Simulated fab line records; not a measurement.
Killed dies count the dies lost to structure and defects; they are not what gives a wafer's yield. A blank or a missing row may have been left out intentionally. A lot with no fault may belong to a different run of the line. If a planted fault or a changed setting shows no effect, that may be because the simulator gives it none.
fab line records | flow gf180mcu
[record] lots = 24 | wafers = 72 | last-day = 34
route steps=602 shown PSD@259 SAB@274 SALICIDE@283 M2@378 V2@396
lots that met no fault: taken from a fault-free run of the same line
start-h: start of the lot's first displayed wafer, in hours after the record's first day | wait-h: hours elapsed since this lot's preceding step | " the same as in the row above | L1.1+2: several wafers, shown together as one row | - value missing, or start not given | * or withheld: withheld | < > ~ a bound
route shown NAME@n: NAME is a module with steps in the file, n the number in the route of the first one | usual: average and standard deviation across the fault-free wafers | same: alike in all rows | chamber/n: place in a boat | sites: each site's reading | _std_site: their standard deviation | _edge_site: mean of outer sites minus mean of inner sites | radius-mm: how far each site lies from the wafer's centre | mask NAME#n: copy n | behind: the last tool/chamber to shape the wafer | hold: the reason the lot was held/the length of the hold in hours/how it ended | device: the n, p or np transistor that did not switch | end of line: tests run on the same wafers once the route is complete | step lacking rows: just its recipe | killed: dies that structure and defects cost at the first sort, which is not the same as the wafer's yield | map: dies across one wafer; x = killed, . = not, _ = none there
set.NAME: the setting that was run; set.NAME@STEP: the one run at that earlier step | model.NAME: the simulator's own value behind a step, which no gauge read
the route's steps for a sample of lots (tables are steps, rows are wafers)
services: the hour from which a tool's chamber was out of use, counted from the record's first day as start-h (under 0 if before that day), plus the number of hours and why
[[steps]]
[step GF_PSD_TW_MEAS_11]
[usual] PSD_TW = 3158/16
lot.wafer | tool          | chamber | start-h | wait-h | PSD_TW
L074.2    | film-metro-01 | -       | 316.91  | 0.1    | 3171
L074.5    | "             | -       | "       | "      | 3145
L074.6    | "             | -       | "       | "      | 3179
L075.3    | film-metro-03 | -       | 322.32  | 0.1    | 3187
L075.4    | "             | -       | "       | "      | 3160
L075.5    | "             | -       | "       | "      | 3151
L076.2    | film-metro-02 | -       | 331.10  | 0.1    | 3181
L076.5    | "             | -       | "       | "      | 3163
L076.6    | "             | -       | "       | "      | 3181
L077.1    | film-metro-01 | -       | 346.35  | 0.1    | 3162
L077.2    | "             | -       | "       | "      | 3151
L077.6    | "             | -       | "       | "      | 3178
L078.1    | film-metro-02 | -       | 349.60  | 0.1    | 3164
L078.2    | "             | -       | "       | "      | 3176
L078.3    | "             | -       | "       | "      | 3173
L079.2    | film-metro-03 | -       | 359.13  | 0.1    | 3144
L079.5    | "             | -       | "       | "      | 3128
L079.6    | "             | -       | "       | "      | 3140
L080.1    | film-metro-03 | -       | 370.45  | 0.1    | 3170
L080.3    | "             | -       | "       | "      | 3147
L080.4    | "             | -       | "       | "      | 3139
L081.1    | film-metro-02 | -       | 373.90  | 0.1    | 3160
L081.4    | "             | -       | "       | "      | 3163
L081.6    | "             | -       | "       | "      | 3174
L082.3    | film-metro-03 | -       | 387.87  | 0.1    | 3145
L082.4    | "             | -       | "       | "      | 3143
L082.5    | "             | -       | "       | "      | 3144
L083.1    | film-metro-01 | -       | 395.01  | 0.1    | 3128
L083.2    | "             | -       | "       | "      | 3138
L083.4    | "             | -       | "       | "      | 3153
L084.1    | film-metro-03 | -       | 402.46  | 0.1    | 3145
L084.3    | "             | -       | "       | "      | 3133
L084.6    | "             | -       | "       | "      | 3148
L085.3    | film-metro-02 | -       | 412.28  | 0.1    | 3183
L085.4    | "             | -       | "       | "      | 3187
L085.5    | "             | -       | "       | "      | 3173
L086.1    | film-metro-03 | -       | 423.10  | 0.1    | 3127
L086.2    | "             | -       | "       | "      | 3131
L086.6    | "             | -       | "       | "      | 3144
L087.3    | film-metro-03 | -       | 426.38  | 0.1    | 3136
L087.4    | "             | -       | "       | "      | 3170
L087.5    | "             | -       | "       | "      | 3137
L088.1    | film-metro-03 | -       | 432.06  | 0.1    | 3144
L088.2    | "             | -       | "       | "      | 3150
L088.6    | "             | -       | "       | "      | 3165
L089.3    | film-metro-01 | -       | 446.33  | 0.1    | 3166
L089.4    | "             | -       | "       | "      | 3187
L089.5    | "             | -       | "       | "      | 3157
L090.1    | film-metro-03 | -       | 455.16  | 0.1    | 3152
L090.3    | "             | -       | "       | "      | 3166
L090.6    | "             | -       | "       | "      | 3171
L091.1    | film-metro-02 | -       | 460.35  | 0.1    | 3169
L091.2    | "             | -       | "       | "      | 3170
L091.5    | "             | -       | "       | "      | 3175
L092.3    | film-metro-01 | -       | 467.33  | 0.1    | 3158
L092.5    | "             | -       | "       | "      | 3156
L092.6    | "             | -       | "       | "      | 3153
L093.1    | film-metro-03 | -       | 476.25  | 0.1    | 3147
L093.2    | "             | -       | "       | "      | 3147
L093.5    | "             | -       | "       | "      | 3133
L094.2    | film-metro-01 | -       | 493.20  | 0.1    | 3156
L094.3    | "             | -       | "       | "      | 3148
L094.6    | "             | -       | "       | "      | 3164
L095.2    | film-metro-01 | -       | 493.62  | 0.1    | 3159
L095.4    | "             | -       | "       | "      | 3149
L095.5    | "             | -       | "       | "      | 3148
L096.2    | film-metro-02 | -       | 501.61  | 0.1    | 3145
L096.3    | "             | -       | "       | "      | 3165
L096.6    | "             | -       | "       | "      | 3154
L097.2    | film-metro-02 | -       | 506.55  | 0.1    | 3158
L097.5    | "             | -       | "       | "      | 3207
L097.6    | "             | -       | "       | "      | 3161
[step GF_PSD_RS_MEAS_15]
[recipe] thk-meas-gauge = four-point-probe
[usual] PSD_RS = 108.2/0.31
lot.wafer | tool          | chamber | start-h | wait-h | PSD_RS[ohm/sq]
L074.2    | film-metro-01 | -       | 317.24  | 0.1    | 108.2
L074.5    | "             | -       | "       | "      | 108.1
L074.6    | "             | -       | "       | "      | 108.1
L075.3    | film-metro-02 | -       | 322.65  | 0.1    | 108.5
L075.4    | "             | -       | "       | "      | 108.6
L075.5    | "             | -       | "       | "      | 108.5
L076.2    | film-metro-03 | -       | 331.47  | 0.1    | 108.2
L076.5    | "             | -       | "       | "      | 107.8
L076.6    | "             | -       | "       | "      | 107.7
L077.1    | film-metro-01 | -       | 346.67  | 0.1    | 108.2
L077.2    | "             | -       | "       | "      | 108.2
L077.6    | "             | -       | "       | "      | 108.0
L078.1    | film-metro-01 | -       | 349.92  | 0.1    | 108.3
L078.2    | "             | -       | "       | "      | 107.3
L078.3    | "             | -       | "       | "      | 107.7
L079.2    | film-metro-01 | -       | 359.45  | 0.1    | 108.5
L079.5    | "             | -       | "       | "      | 108.3
L079.6    | "             | -       | "       | "      | 108.2
L080.1    | film-metro-02 | -       | 370.76  | 0.1    | 108.2
L080.3    | "             | -       | "       | "      | 108.1
L080.4    | "             | -       | "       | "      | 108.0
L081.1    | film-metro-01 | -       | 374.21  | 0.1    | 108.3
L081.4    | "             | -       | "       | "      | 108.6
L081.6    | "             | -       | "       | "      | 108.3
L082.3    | film-metro-01 | -       | 388.20  | 0.1    | 108.5
L082.4    | "             | -       | "       | "      | 108.4
L082.5    | "             | -       | "       | "      | 108.5
L083.1    | film-metro-01 | -       | 395.34  | 0.1    | 108.6
L083.2    | "             | -       | "       | "      | 108.3
L083.4    | "             | -       | "       | "      | 108.3
L084.1    | film-metro-01 | -       | 402.78  | 0.1    | 107.8
L084.3    | "             | -       | "       | "      | 108.0
L084.6    | "             | -       | "       | "      | 108.1
L085.3    | film-metro-01 | -       | 412.64  | 0.1    | 108.1
L085.4    | "             | -       | "       | "      | 108.4
L085.5    | "             | -       | "       | "      | 108.4
L086.1    | film-metro-03 | -       | 423.41  | 0.1    | 108.0
L086.2    | "             | -       | "       | "      | 108.0
L086.6    | "             | -       | "       | "      | 107.4
L087.3    | film-metro-01 | -       | 426.72  | 0.1    | 108.4
L087.4    | "             | -       | "       | "      | 108.2
L087.5    | "             | -       | "       | "      | 108.4
L088.1    | film-metro-03 | -       | 432.39  | 0.1    | 107.9
L088.2    | "             | -       | "       | "      | 108.3
L088.6    | "             | -       | "       | "      | 107.9
L089.3    | film-metro-03 | -       | 446.67  | 0.1    | 108.1
L089.4    | "             | -       | "       | "      | 108.5
L089.5    | "             | -       | "       | "      | 108.3
L090.1    | film-metro-02 | -       | 455.48  | 0.1    | 108.9
L090.3    | "             | -       | "       | "      | 108.3
L090.6    | "             | -       | "       | "      | 108.2
L091.1    | film-metro-01 | -       | 460.66  | 0.1    | 107.8
L091.2    | "             | -       | "       | "      | 107.7
L091.5    | "             | -       | "       | "      | 108.3
L092.3    | film-metro-01 | -       | 467.67  | 0.1    | 108.4
L092.5    | "             | -       | "       | "      | 108.5
L092.6    | "             | -       | "       | "      | 108.8
L093.1    | film-metro-03 | -       | 476.57  | 0.1    | 107.9
L093.2    | "             | -       | "       | "      | 107.8
L093.5    | "             | -       | "       | "      | 108.2
L094.2    | film-metro-03 | -       | 493.53  | 0.1    | 108.4
L094.3    | "             | -       | "       | "      | 108.0
L094.6    | "             | -       | "       | "      | 107.9
L095.2    | film-metro-02 | -       | 493.95  | 0.1    | 108.3
L095.4    | "             | -       | "       | "      | 108.4
L095.5    | "             | -       | "       | "      | 108.7
L096.2    | film-metro-03 | -       | 501.94  | 0.1    | 108.1
L096.3    | "             | -       | "       | "      | 107.8
L096.6    | "             | -       | "       | "      | 107.9
L097.2    | film-metro-01 | -       | 506.88  | 0.1    | 108.1
L097.5    | "             | -       | "       | "      | 108.6
L097.6    | "             | -       | "       | "      | 108.2
[step GF_SAB_OVL_MEAS_10]
[usual] SAB_OVL = -1.4/1.5
lot.wafer | tool       | chamber | start-h | wait-h | SAB_OVL[nm]
L074.2    | overlay-01 | -       | 338.64  | 0.1    | -2.3
L074.5    | "          | -       | "       | "      | -1.5
L074.6    | "          | -       | "       | "      | -0.7
L075.3    | overlay-01 | -       | 343.02  | 0.1    | 1.2
L075.4    | "          | -       | "       | "      | -2.3
L075.5    | "          | -       | "       | "      | -2.0
L076.2    | overlay-02 | -       | 353.14  | 0.1    | -2.3
L076.5    | "          | -       | "       | "      | -3.3
L076.6    | "          | -       | "       | "      | -2.7
L077.1    | overlay-01 | -       | 367.88  | 0.1    | -3.9
L077.2    | "          | -       | "       | "      | -2.8
L077.6    | "          | -       | "       | "      | -5.9
L078.1    | overlay-01 | -       | 372.26  | 0.1    | -0.1
L078.2    | "          | -       | "       | "      | -1.2
L078.3    | "          | -       | "       | "      | 0.8
L079.2    | overlay-01 | -       | 382.18  | 0.1    | -4.7
L079.5    | "          | -       | "       | "      | -3.1
L079.6    | "          | -       | "       | "      | -3.1
L080.1    | overlay-02 | -       | 393.71  | 0.1    | -0.8
L080.3    | "          | -       | "       | "      | 0.8
L080.4    | "          | -       | "       | "      | 1.2
L081.1    | overlay-01 | -       | 397.15  | 0.1    | -0.4
L081.4    | "          | -       | "       | "      | -0.7
L081.6    | "          | -       | "       | "      | -1.6
L082.3    | overlay-02 | -       | 411.69  | 0.1    | -3.9
L082.4    | "          | -       | "       | "      | -2.0
L082.5    | "          | -       | "       | "      | -0.8
L083.1    | overlay-01 | -       | 419.03  | 0.1    | 0.2
L083.2    | "          | -       | "       | "      | -2.5
L083.4    | "          | -       | "       | "      | -2.4
L084.1    | overlay-02 | -       | 426.00  | 0.1    | -1.2
L084.3    | "          | -       | "       | "      | -0.4
L084.6    | "          | -       | "       | "      | -3.5
L085.3    | overlay-02 | -       | 435.89  | 0.1    | -1.0
L085.4    | "          | -       | "       | "      | -1.4
L085.5    | "          | -       | "       | "      | -3.4
L086.1    | overlay-01 | -       | 447.71  | 0.1    | -1.5
L086.2    | "          | -       | "       | "      | -0.9
L086.6    | "          | -       | "       | "      | 0.4
L087.3    | overlay-02 | -       | 451.41  | 0.1    | -1.4
L087.4    | "          | -       | "       | "      | -0.2
L087.5    | "          | -       | "       | "      | -0.4
L088.1    | overlay-01 | -       | 456.73  | 0.1    | 2.2
L088.2    | "          | -       | "       | "      | -0.1
L088.6    | "          | -       | "       | "      | 0.4
L089.3    | overlay-01 | -       | 471.31  | 0.1    | -0.5
L089.4    | "          | -       | "       | "      | -2.7
L089.5    | "          | -       | "       | "      | -1.3
L090.1    | overlay-01 | -       | 479.91  | 0.1    | -3.3
L090.3    | "          | -       | "       | "      | -4.1
L090.6    | "          | -       | "       | "      | -3.7
L091.1    | overlay-01 | -       | 485.01  | 0.1    | -1.4
L091.2    | "          | -       | "       | "      | -2.6
L091.5    | "          | -       | "       | "      | 0.1
L092.3    | overlay-01 | -       | 491.84  | 0.1    | -1.7
L092.5    | "          | -       | "       | "      | -0.4
L092.6    | "          | -       | "       | "      | -3.2
L093.1    | overlay-01 | -       | 500.75  | 0.1    | -0.2
L093.2    | "          | -       | "       | "      | -0.9
L093.5    | "          | -       | "       | "      | -2.6
L094.2    | overlay-01 | -       | 516.96  | 0.1    | -0.6
L094.3    | "          | -       | "       | "      | 1.7
L094.6    | "          | -       | "       | "      | 0.0
L095.2    | overlay-01 | -       | 517.26  | 0.1    | -0.5
L095.4    | "          | -       | "       | "      | -0.6
L095.5    | "          | -       | "       | "      | -1.1
L096.2    | overlay-01 | -       | 525.46  | 0.1    | -3.3
L096.3    | "          | -       | "       | "      | -2.9
L096.6    | "          | -       | "       | "      | -0.5
L097.2    | overlay-01 | -       | 529.89  | 0.1    | -0.9
L097.5    | "          | -       | "       | "      | -0.1
L097.6    | "          | -       | "       | "      | -4.3
[step GF_SALICIDE_THK_MEAS_05]
[recipe] thk-meas-gauge = xrf | reads = TiN_of_SALICIDE_SPUTTER_03
[usual] SALICIDE_TIN_THK = 20.3/0.31
lot.wafer | tool          | chamber | start-h | wait-h | SALICIDE_TIN_THK[nm]
L074.2    | film-metro-03 | -       | 339.19  | 0.1    | 19.9
L074.5    | "             | -       | "       | "      | 20.1
L074.6    | "             | -       | "       | "      | 19.8
L075.3    | film-metro-04 | -       | 343.58  | 0.1    | 20.3
L075.4    | "             | -       | "       | "      | 20.3
L075.5    | "             | -       | "       | "      | 20.1
L076.2    | film-metro-04 | -       | 353.73  | 0.1    | 20.2
L076.5    | "             | -       | "       | "      | 20.2
L076.6    | "             | -       | "       | "      | 20.2
L077.1    | film-metro-01 | -       | 368.43  | 0.1    | 20.1
L077.2    | "             | -       | "       | "      | 20.0
L077.6    | "             | -       | "       | "      | 20.3
L078.1    | film-metro-04 | -       | 372.82  | 0.1    | 20.2
L078.2    | "             | -       | "       | "      | 20.0
L078.3    | "             | -       | "       | "      | 19.9
L079.2    | film-metro-03 | -       | 382.81  | 0.1    | 19.9
L079.5    | "             | -       | "       | "      | 20.4
L079.6    | "             | -       | "       | "      | 20.3
L080.1    | film-metro-01 | -       | 394.30  | 0.1    | 20.3
L080.3    | "             | -       | "       | "      | 20.3
L080.4    | "             | -       | "       | "      | 20.2
L081.1    | film-metro-03 | -       | 397.72  | 0.1    | 20.7
L081.4    | "             | -       | "       | "      | 20.3
L081.6    | "             | -       | "       | "      | 20.6
L082.3    | film-metro-01 | -       | 412.26  | 0.1    | 20.4
L082.4    | "             | -       | "       | "      | 19.9
L082.5    | "             | -       | "       | "      | 20.3
L083.1    | film-metro-04 | -       | 419.58  | 0.1    | 20.8
L083.2    | "             | -       | "       | "      | 20.9
L083.4    | "             | -       | "       | "      | 20.8
L084.1    | film-metro-04 | -       | 426.55  | 0.1    | 20.5
L084.3    | "             | -       | "       | "      | 20.4
L084.6    | "             | -       | "       | "      | 20.3
L085.3    | film-metro-04 | -       | 436.47  | 0.1    | 20.9
L085.4    | "             | -       | "       | "      | 21.0
L085.5    | "             | -       | "       | "      | 21.0
L086.1    | film-metro-03 | -       | 448.34  | 0.1    | 19.7
L086.2    | "             | -       | "       | "      | 20.1
L086.6    | "             | -       | "       | "      | 19.5
L087.3    | film-metro-03 | -       | 451.97  | 0.1    | 20.3
L087.4    | "             | -       | "       | "      | 20.5
L087.5    | "             | -       | "       | "      | 20.3
L088.1    | film-metro-03 | -       | 457.29  | 0.1    | 20.2
L088.2    | "             | -       | "       | "      | 20.2
L088.6    | "             | -       | "       | "      | 20.0
L089.3    | film-metro-04 | -       | 471.87  | 0.1    | 20.8
L089.4    | "             | -       | "       | "      | 20.7
L089.5    | "             | -       | "       | "      | 20.8
L090.1    | film-metro-04 | -       | 480.46  | 0.1    | 20.3
L090.3    | "             | -       | "       | "      | 20.3
L090.6    | "             | -       | "       | "      | 20.4
L091.1    | film-metro-03 | -       | 485.56  | 0.1    | 19.9
L091.2    | "             | -       | "       | "      | 19.8
L091.5    | "             | -       | "       | "      | 20.1
L092.3    | film-metro-03 | -       | 492.40  | 0.1    | 20.6
L092.5    | "             | -       | "       | "      | 20.6
L092.6    | "             | -       | "       | "      | 20.5
L093.1    | film-metro-03 | -       | 501.32  | 0.1    | 20.5
L093.2    | "             | -       | "       | "      | 20.2
L093.5    | "             | -       | "       | "      | 20.5
L094.2    | film-metro-03 | -       | 517.53  | 0.1    | 20.2
L094.3    | "             | -       | "       | "      | 20.0
L094.6    | "             | -       | "       | "      | 20.1
L095.2    | film-metro-01 | -       | 517.82  | 0.1    | 20.5
L095.4    | "             | -       | "       | "      | 20.8
L095.5    | "             | -       | "       | "      | 20.9
L096.2    | film-metro-04 | -       | 526.12  | 0.1    | 20.1
L096.3    | "             | -       | "       | "      | 20.0
L096.6    | "             | -       | "       | "      | 19.9
L097.2    | film-metro-04 | -       | 530.47  | 0.1    | 20.4
L097.5    | "             | -       | "       | "      | 20.4
L097.6    | "             | -       | "       | "      | 20.3
[step GF_M2_METAL_ETCH_16]
[recipe] chemistry = Cl2/BCl3 | mask-material = KrF | target-depth-nm = 627.5 | stop-on = SiO2 | pressure-mtorr = 8 | icp-w = 800 | bias-w = 140 | Cl2_flow_sccm = 80 | bcl3-flow-sccm = 40 | time-s = 104.6
[usual] drypump-motor-current-A = 5.87/0.29 | oes-product-au = 0.972/0.0064 | throttle-valve-pct = 28.249/0.01
lot.wafer | tool         | chamber | start-h | wait-h | drypump-motor-current-A | oes-product-au | rf-hours-counter-h | throttle-valve-pct
L074.2    | rie-metal-01 | 0       | 435.69  | 0.0    | 5.74                    | 0.977          | 8                  | 28.250
L074.5    | "            | 0       | "       | "      | 5.74                    | 0.982          | -                  | 28.228
L074.6    | "            | 1       | "       | "      | 6.37                    | 0.974          | -                  | 28.242
L075.3    | rie-metal-04 | 1       | 440.62  | 0.1    | 5.85                    | 0.980          | -                  | 28.242
L075.4    | "            | 0       | "       | "      | 5.85                    | 0.977          | -                  | 28.262
L075.5    | "            | 1       | "       | "      | 5.87                    | 0.970          | -                  | 28.245
L076.2    | rie-metal-01 | 1       | 453.04  | 0.0    | 6.31                    | 0.977          | 6                  | 28.243
L076.5    | "            | 0       | "       | "      | 5.75                    | 0.979          | -                  | 28.262
L076.6    | "            | 1       | "       | "      | 6.34                    | 0.982          | -                  | 28.248
L077.1    | rie-metal-01 | 0       | 468.61  | 0.0    | 5.70                    | 0.960          | 9                  | 28.256
L077.2    | "            | 1       | "       | "      | 6.31                    | 0.964          | 6                  | 28.243
L077.6    | "            | 0       | "       | "      | 5.74                    | 0.971          | -                  | 28.257
L078.1    | rie-metal-03 | 1       | 474.45  | 0.0    | 5.35                    | 0.966          | 4                  | 28.254
L078.2    | "            | 0       | "       | "      | 5.95                    | 0.964          | 1                  | 28.254
L078.3    | "            | 0       | "       | "      | 5.95                    | 0.974          | -                  | 28.248
L079.2    | rie-metal-04 | 1       | 482.75  | 0.0    | 5.85                    | 0.980          | 0                  | 28.254
L079.5    | "            | 1       | "       | "      | 5.89                    | 0.969          | -                  | 28.253
L079.6    | "            | 0       | "       | "      | 5.85                    | 0.976          | -                  | 28.229
L080.1    | rie-metal-03 | 0       | 496.06  | 0.0    | 5.96                    | 0.964          | 1                  | 28.252
L080.3    | "            | 0       | "       | "      | 5.96                    | 0.970          | -                  | 28.259
L080.4    | "            | 1       | "       | "      | 5.35                    | 0.970          | -                  | 28.245
L081.1    | rie-metal-04 | 1       | 499.31  | 0.0    | 5.84                    | 0.965          | 1                  | 28.258
L081.4    | "            | 0       | "       | "      | 5.85                    | 0.967          | -                  | 28.253
L081.6    | "            | 1       | "       | "      | 5.82                    | 0.975          | -                  | 28.229
L082.3    | rie-metal-03 | 0       | 514.60  | 0.1    | 5.95                    | 0.973          | -                  | 28.240
L082.4    | "            | 1       | "       | "      | 5.38                    | 0.959          | -                  | 28.267
L082.5    | "            | 1       | "       | "      | 5.34                    | 0.967          | -                  | 28.268
L083.1    | rie-metal-04 | 1       | 521.61  | 0.0    | 5.88                    | 0.979          | 1                  | 28.234
L083.2    | "            | 0       | "       | "      | 5.84                    | 0.966          | 3                  | 28.252
L083.4    | "            | 1       | "       | "      | 5.85                    | 0.974          | -                  | 28.248
L084.1    | rie-metal-03 | 1       | 528.18  | 0.0    | 5.37                    | 0.962          | 5                  | 28.258
L084.3    | "            | 0       | "       | "      | 5.94                    | 0.969          | -                  | 28.247
L084.6    | "            | 0       | "       | "      | 5.94                    | 0.974          | -                  | 28.242
L085.3    | rie-metal-03 | 0       | 536.77  | 0.1    | 5.94                    | 0.968          | -                  | 28.253
L085.4    | "            | 1       | "       | "      | 5.33                    | 0.967          | -                  | 28.255
L085.5    | "            | 1       | "       | "      | 5.33                    | 0.971          | -                  | 28.235
L086.1    | rie-metal-03 | 1       | 548.21  | 0.0    | 5.34                    | 0.966          | 6                  | 28.257
L086.2    | "            | 0       | "       | "      | 5.97                    | 0.971          | 3                  | 28.247
L086.6    | "            | 0       | "       | "      | 5.95                    | 0.969          | -                  | 28.265
L087.3    | rie-metal-01 | 0       | 551.32  | 0.1    | 5.73                    | 0.971          | -                  | 28.257
L087.4    | "            | 1       | "       | "      | 6.35                    | 0.981          | -                  | 28.239
L087.5    | "            | 0       | "       | "      | 5.70                    | 0.975          | -                  | 28.249
L088.1    | rie-metal-04 | 1       | 555.98  | 0.0    | 5.87                    | 0.971          | 2                  | 28.250
L088.2    | "            | 0       | "       | "      | 5.87                    | 0.969          | 4                  | 28.264
L088.6    | "            | 0       | "       | "      | 5.85                    | 0.972          | -                  | 28.242
L089.3    | rie-metal-04 | 0       | 570.83  | 0.1    | 5.86                    | 0.973          | -                  | 28.252
L089.4    | "            | 1       | "       | "      | 5.87                    | 0.966          | -                  | 28.255
L089.5    | "            | 0       | "       | "      | 5.85                    | 0.969          | -                  | 28.253
L090.1    | rie-metal-04 | 0       | 576.59  | 0.0    | 5.86                    | 0.979          | 5                  | 28.231
L090.3    | "            | 0       | "       | "      | 5.85                    | 0.975          | -                  | 28.238
L090.6    | "            | 0       | "       | "      | 5.85                    | 0.972          | -                  | 28.236
L091.1    | rie-metal-03 | 1       | 582.11  | 0.0    | 5.36                    | 0.980          | 7                  | 28.243
L091.2    | "            | 0       | "       | "      | 5.95                    | 0.986          | 4                  | 28.245
L091.5    | "            | 1       | "       | "      | 5.36                    | 0.966          | -                  | 28.257
L092.3    | rie-metal-01 | 0       | 588.35  | 0.1    | 5.75                    | 0.971          | -                  | 28.245
L092.5    | "            | 1       | "       | "      | 6.30                    | 0.972          | -                  | 28.241
L092.6    | "            | 0       | "       | "      | 5.73                    | 0.970          | -                  | 28.250
L093.1    | rie-metal-04 | 0       | 596.21  | 0.0    | 5.86                    | 0.972          | 6                  | 28.247
L093.2    | "            | 1       | "       | "      | 5.87                    | 0.972          | 3                  | 28.256
L093.5    | "            | 1       | "       | "      | 5.88                    | 0.977          | -                  | 28.259
L094.2    | rie-metal-01 | 1       | 611.15  | 0.1    | 6.36                    | 0.969          | -                  | 28.247
L094.3    | "            | 1       | "       | "      | 6.34                    | 0.984          | -                  | 28.244
L094.6    | "            | 1       | "       | "      | 6.34                    | 0.983          | -                  | 28.243
L095.2    | rie-metal-04 | 1       | 612.06  | 0.0    | 5.85                    | 0.984          | 3                  | 28.228
L095.4    | "            | 0       | "       | "      | 5.85                    | 0.969          | -                  | 28.267
L095.5    | "            | 1       | "       | "      | 5.84                    | 0.982          | -                  | 28.237
L096.2    | rie-metal-01 | 1       | 621.16  | 0.0    | 6.32                    | 0.985          | 10                 | 28.232
L096.3    | "            | 1       | "       | "      | 6.32                    | 0.976          | -                  | 28.232
L096.6    | "            | 1       | "       | "      | 6.31                    | 0.978          | -                  | 28.257
L097.2    | rie-metal-01 | 0       | 623.48  | 0.0    | 5.74                    | 0.958          | 0                  | 28.247
L097.5    | "            | 1       | "       | "      | 6.33                    | 0.969          | -                  | 28.259
L097.6    | "            | 0       | "       | "      | 5.71                    | 0.972          | -                  | 28.247
[step GF_V2_CD_MEAS_14]
[recipe] target-cd-nm = 260
[usual] cd-nm = 260.5/1.2
lot.wafer | tool      | chamber | start-h | wait-h | cd-nm
L074.2    | cd-sem-01 | -       | 461.22  | 0.1    | 261.4
L074.5    | "         | -       | "       | "      | 261.8
L074.6    | "         | -       | "       | "      | 261.2
L075.3    | cd-sem-02 | -       | 466.48  | 0.1    | 259.4
L075.4    | "         | -       | "       | "      | 259.4
L075.5    | "         | -       | "       | "      | 260.4
L076.2    | cd-sem-02 | -       | 478.56  | 0.1    | 261.5
L076.5    | "         | -       | "       | "      | 261.7
L076.6    | "         | -       | "       | "      | 261.5
L077.1    | cd-sem-01 | -       | 494.38  | 0.1    | 261.7
L077.2    | "         | -       | "       | "      | 261.2
L077.6    | "         | -       | "       | "      | 260.9
L078.1    | cd-sem-01 | -       | 499.64  | 0.1    | 258.7
L078.2    | "         | -       | "       | "      | 259.3
L078.3    | "         | -       | "       | "      | 259.9
L079.2    | cd-sem-02 | -       | 507.26  | 0.1    | 263.1
L079.5    | "         | -       | "       | "      | 260.8
L079.6    | "         | -       | "       | "      | 260.2
L080.1    | cd-sem-01 | -       | 520.99  | 0.1    | 260.8
L080.3    | "         | -       | "       | "      | 261.2
L080.4    | "         | -       | "       | "      | 260.9
L081.1    | cd-sem-01 | -       | 523.19  | 0.1    | 259.6
L081.4    | "         | -       | "       | "      | 261.4
L081.6    | "         | -       | "       | "      | 260.1
L082.3    | cd-sem-02 | -       | 539.18  | 0.1    | 261.4
L082.4    | "         | -       | "       | "      | 260.6
L082.5    | "         | -       | "       | "      | 262.3
L083.1    | cd-sem-02 | -       | 545.84  | 0.1    | 261.5
L083.2    | "         | -       | "       | "      | 261.3
L083.4    | "         | -       | "       | "      | 261.6
L084.1    | cd-sem-01 | -       | 551.34  | 0.1    | 257.4
L084.3    | "         | -       | "       | "      | 257.8
L084.6    | "         | -       | "       | "      | 258.7
L085.3    | cd-sem-01 | -       | 561.52  | 0.7    | 261.2
L085.4    | "         | -       | "       | "      | 262.0
L085.5    | "         | -       | "       | "      | 261.0
L086.1    | cd-sem-01 | -       | 571.29  | 0.1    | 258.3
L086.2    | "         | -       | "       | "      | 260.3
L086.6    | "         | -       | "       | "      | 260.2
L087.3    | cd-sem-01 | -       | 574.37  | 0.1    | 260.5
L087.4    | "         | -       | "       | "      | 260.2
L087.5    | "         | -       | "       | "      | 259.4
L088.1    | cd-sem-01 | -       | 579.44  | 0.1    | 260.6
L088.2    | "         | -       | "       | "      | 260.6
L088.6    | "         | -       | "       | "      | 260.3
L089.3    | cd-sem-01 | -       | 593.32  | 0.3    | 258.0
L089.4    | "         | -       | "       | "      | 259.9
L089.5    | "         | -       | "       | "      | 259.6
L090.1    | cd-sem-02 | -       | 598.79  | 0.1    | 261.3
L090.3    | "         | -       | "       | "      | 259.2
L090.6    | "         | -       | "       | "      | 259.9
L091.1    | cd-sem-01 | -       | 604.58  | 0.1    | 259.8
L091.2    | "         | -       | "       | "      | 260.5
L091.5    | "         | -       | "       | "      | 260.1
L092.3    | cd-sem-02 | -       | 609.17  | 0.1    | 262.0
L092.5    | "         | -       | "       | "      | 260.2
L092.6    | "         | -       | "       | "      | 260.8
L093.1    | cd-sem-02 | -       | 621.13  | 0.1    | 261.5
L093.2    | "         | -       | "       | "      | 262.2
L093.5    | "         | -       | "       | "      | 261.7
L094.2    | cd-sem-02 | -       | 632.10  | 0.1    | 260.4
L094.3    | "         | -       | "       | "      | 259.7
L094.6    | "         | -       | "       | "      | 260.3
L095.2    | cd-sem-01 | -       | 633.35  | 0.1    | 258.5
L095.4    | "         | -       | "       | "      | 257.9
L095.5    | "         | -       | "       | "      | 258.0
L096.2    | cd-sem-01 | -       | 642.80  | 0.1    | 259.4
L096.3    | "         | -       | "       | "      | 260.6
L096.6    | "         | -       | "       | "      | 258.8
L097.2    | cd-sem-01 | -       | 645.41  | 0.1    | 262.7
L097.5    | "         | -       | "       | "      | 261.3
L097.6    | "         | -       | "       | "      | 262.2
[[services]]
tool         | chamber | start-h | hours | kind
rie-metal-04 | 1       | 449.85  | -     | clean
rie-metal-04 | 1       | 449.85  | 19.8  | scheduled-down
rie-metal-04 | 1       | 449.85  | 19.8  | vent-cycle
rie-metal-01 | -       | 493.81  | 15.6  | pm
rie-metal-04 | 1       | 512.63  | 4.0   | repair
rie-metal-04 | 1       | 518.12  | 3.1   | repair
rie-metal-01 | 1       | 520.32  | 14.8  | repair
rie-metal-01 | -       | 556.23  | 0.3   | repair
rie-metal-01 | 0       | 597.17  | -     | clean
rie-metal-01 | 0       | 597.17  | 17.0  | scheduled-down
rie-metal-01 | 0       | 597.17  | 17.0  | vent-cycle
[[key]]
fault none
